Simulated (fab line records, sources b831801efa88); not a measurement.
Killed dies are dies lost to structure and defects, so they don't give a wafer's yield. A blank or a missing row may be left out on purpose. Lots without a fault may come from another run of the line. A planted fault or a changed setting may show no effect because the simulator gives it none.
A struck lot beside a sound one | flow gf180mcu | 17 steps out of a route of 602
Sound: wafers L377.2, L377.5, L377.6. Struck: wafers L368.1, L368.5. (L368.6 of the same lot was not struck and is left out.) The cause comes at the end.
At each step with rows: each side's tool, then ch and its chambers, then its first start. Under that, the readings that differ: sound wafers | struck wafers | difference of the means | sigmas: that difference in standard deviations of wafers without a fault.
alike: readings whose means differ by less than 2 such deviations, and words and numbers that are the same on both sides. not compared: withheld readings, readings that some wafer has no value for, bounds like >300 that may hide the same value, and numbers for which the record gives no deviation and whose values overlap.
The two part at a step that has a row with sigmas, a row that says differs or no value, or rows on one side only. Numbers that don't overlap but have no deviation are shown without sigmas and don't part them. A reading that every wafer of one side lacks parts them only if that side has two wafers or more.

first, 3 steps without rows for these wafers: GF_V3_EXPOSE_11 (exposes mask Via3, target cd 260 nm); GF_V3_PEB_12 (peb time 90 s); GF_V3_DEVELOP_13 (develop time 60 s).
GF_V3_CD_MEAS_14: target cd 260 nm.
  sound on cd_sem-02, day 27 18:05; struck on cd_sem-01, day 25 19:52
  alike: cd_nm
GF_V3_OVL_MEAS_15:
  sound on overlay-02, day 27 18:11; struck on overlay-02, day 25 19:59
  alike: V3_OVL
GF_V3_ETCH_16: etches BARC in N2/H2.
  sound on rie_diel-04 ch 0,2,3, day 27 18:13; struck on rie_diel-04 ch 0,1, day 25 20:01
  alike: drypump_motor_current_A, oes_product_au, throttle_valve_pct
GF_V3_ETCH_17: etches SiO2 in C4F8/O2/Ar, stops on TiN, target depth 635 nm.
  sound on rie_diel-04 ch 0,2,3; struck on rie_diel-04 ch 0,1
  alike: oes_product_au
then, 3 steps without rows for these wafers: GF_V3_STRIP_18 (strips in O2/N2); GF_V3_STRIP_19 (strips in post etch residue remover, time 1200 s); GF_V3_CLEAN_20 (cleans in DIW).
GF_V3_SPUTTER_21: material Ti, target thk 15 nm, time 80.02 s.
  sound on pvd_sputter-01, day 27 18:55; struck on pvd_sputter-03, day 25 20:41
  alike: cathode_dc_power_W, throttle_valve_pct
GF_V3_SPUTTER_22: material TiN, target thk 10 nm, time 40 s.
  sound on pvd_sputter-01, day 27 18:59; struck on pvd_sputter-03, day 25 20:44
  alike: cathode_dc_power_W, throttle_valve_pct
GF_V3_CVD_23: deposits W, target thk 350 nm, time 104.9 s.
  sound on cvd_w-02 ch 0,1, day 27 19:01; struck on cvd_w-01 ch 0, day 25 20:47
  reading                          | sound             | struck      | difference | sigmas
  heater_power_w (W)               | 903 898 915       | 813 830     | -84        | -2
  model.W_of_V3_CVD_23.thk_nm (nm) | 342.6 341.3 340.9 | 370.2 374.7 | +30.8      |
  alike: heater_power_outer_w
  not compared: since_wet_clean_h
GF_V3_RS_MEAS_24: measures by four-point-probe.
  sound on film_metro-03, day 27 19:09; struck on film_metro-01, day 25 20:53
  reading          | sound             | struck      | difference | sigmas
  V3_W_RS (ohm/sq) | 0.334 0.336 0.336 | 0.311 0.305 | -0.027     | -6
GF_V3_THK_MEAS_25: measures by xrf.
  sound on film_metro-03, day 27 19:16; struck on film_metro-01, day 25 21:01
  reading       | sound       | struck  | difference | sigmas
  V3_W_THK (nm) | 344 344 343 | 370 376 | +29        | +5
GF_V3_CMP_26: polishes, stops on SiO2, t overpolish 15 s, target thk 0 nm.
  sound on cmp-02 ch 0,1,3, day 27 19:25; struck on cmp-01 ch 0,1, day 25 21:13
  alike: head_pressure_psi, motor_current_A
-- the record jumps here: 6 days lie between the struck wafers' starts before and after (it left off in module V3 and takes up again in module PASSIVATION, whose first step shown is number 602 of the route) --
GF_PASSIVATION_PROBE_99:
  the record has rows for the struck wafers here (prober-02, day 31 21:35) and none for the sound ones

WHERE THEY PART
First at GF_V3_CVD_23; last, within this record, at GF_PASSIVATION_PROBE_99.

WHY: what the simulator had put in
Process parameter drift: cvd_w-01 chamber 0, from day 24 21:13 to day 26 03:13, at GF_V3_CVD_23. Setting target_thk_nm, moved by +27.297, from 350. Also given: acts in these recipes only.
